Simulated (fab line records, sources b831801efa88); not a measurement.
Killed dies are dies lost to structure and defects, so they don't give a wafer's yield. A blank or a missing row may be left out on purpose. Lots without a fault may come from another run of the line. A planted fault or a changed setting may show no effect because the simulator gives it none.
Which tool did it? | flow sfq_line | 14 lots, 42 wafers sampled, at 2 steps of a route of 325

WHAT THE GAUGES READ, wafer by wafer
SFQ_M1_RS_MEAS_909: measures by four-point-probe.
lot  | measured     | on            | M1_NB_RS (ohm/sq)
L836 | day 19 22:57 | film_metro-03 | 0.880 0.895 0.884
L837 | day 20 09:10 | film_metro-03 | 0.886 0.883 0.905
L838 | day 20 21:16 | film_metro-02 | 0.900 0.909 0.911
L839 | day 20 23:43 | film_metro-03 | 0.874 0.880 0.904
L843 | day 21 11:54 | film_metro-03 | 0.890 0.885 0.889
L844 | day 21 15:32 | film_metro-01 | 0.907 0.880 0.885
L845 | day 21 16:29 | film_metro-03 | 0.893 0.897 0.911
L846 | day 21 22:38 | film_metro-03 | 0.883 0.884 0.886
L849 | day 24 02:11 | film_metro-02 | 0.874 0.863 0.877
L850 | day 24 09:23 | film_metro-03 | 0.876 0.883 0.882
L856 | day 26 18:41 | film_metro-03 | 0.894 0.879 0.901
L857 | day 27 01:44 | film_metro-01 | 0.763 0.768 0.763
L858 | day 28 04:11 | film_metro-01 | 0.765 0.774 0.779
L859 | day 28 11:25 | film_metro-01 | 0.907 0.890 0.897

WHICH TOOL RAN EACH LOT (tool, then ch and the chambers of the sampled wafers, then the start)
lot  | SFQ_TRILAYER_M1_DEP_SPUTTER_037
L836 | pvd_sputter-05, day 19 22:50
L837 | pvd_sputter-06, day 20 09:02
L838 | pvd_sputter-04, day 20 21:10
L839 | pvd_sputter-06, day 20 23:34
L843 | pvd_sputter-05, day 21 11:46
L844 | pvd_sputter-06, day 21 15:27
L845 | pvd_sputter-04, day 21 16:22
L846 | pvd_sputter-06, day 21 22:32
L849 | pvd_sputter-06, day 24 02:05
L850 | pvd_sputter-04, day 24 09:17
L856 | pvd_sputter-04, day 26 18:35
L857 | pvd_sputter-05, day 27 01:37
L858 | pvd_sputter-05, day 28 04:06
L859 | pvd_sputter-04, day 28 11:18
- SFQ_TRILAYER_M1_DEP_SPUTTER_037: material Nb, target thk 200 nm, time 133.3 s.

WHAT THE TOOLS THEMSELVES READ (means of the sampled wafers that have a number; where no wafer has one, the mark that the record gives instead)
SFQ_TRILAYER_M1_DEP_SPUTTER_037.
lot  | tool           | substrate_temp_c (C) | throttle_valve_pct (%)
L836 | pvd_sputter-05 | 19.95                | 30.8
L837 | pvd_sputter-06 | 20.05                | 30.2
L838 | pvd_sputter-04 | 20.06                | 30.3
L839 | pvd_sputter-06 | 19.96                | 30.1
L843 | pvd_sputter-05 | 19.93                | 30.9
L844 | pvd_sputter-06 | 19.99                | 30.1
L845 | pvd_sputter-04 | 20.09                | 30.4
L846 | pvd_sputter-06 | 20.12                | 30.0
L849 | pvd_sputter-06 | 20.01                | 30.0
L850 | pvd_sputter-04 | 19.92                | 30.1
L856 | pvd_sputter-04 | 20.01                | 29.3
L857 | pvd_sputter-05 | 19.97                | 30.8
L858 | pvd_sputter-05 | 20.03                | 31.5
L859 | pvd_sputter-04 | 20.04                | 30.4

THE ANSWER, worked out from the rows above alone
Rule: what is usual is taken from the lots themselves. Put in order of their means at a reading, lots are off if they are a third of the lots or fewer, leave a main group of 4 or more, and stand apart from it by a gap of 3 or more times the standard deviation of the main group's means; of several such gaps the widest counts. A main group whose means are all the same, to the digits that the tables above print for the reading, isn't used. A lot without any number at a reading at which 4 lots or more have one is off too. The other lots that the step has rows for count as sound. The gauges are gone through in route order, then the tools' own readings, and for those a lot's mean is taken as printed above. The first step at which some lot is off is used, and at that step the reading that is off furthest; a lot without a number counts as furthest.
Off: L857, L858, at SFQ_M1_RS_MEAS_909 (M1_NB_RS). The main group: mean 0.890 ohm/sq, standard deviation 0.0089.
A tool fits if, at a process step before that reading, it ran every lot that is off, and no sound lot after the first of them. The gauges at SFQ_M1_RS_MEAS_909 are tried like those tools. One fits: pvd_sputter-05 at SFQ_TRILAYER_M1_DEP_SPUTTER_037. Its last sound lot is L843 (day 21 11:46), its first lot that is off L857 (day 27 01:37): a fault that began between those two fits.

WHAT THE SIMULATOR HAD PUT IN
Process parameter drift: pvd_sputter-05, from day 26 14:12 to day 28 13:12, at SFQ_TRILAYER_M1_DEP_SPUTTER_037. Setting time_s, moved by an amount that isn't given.
Lots struck among those shown: L857, L858. The rule above found the same.
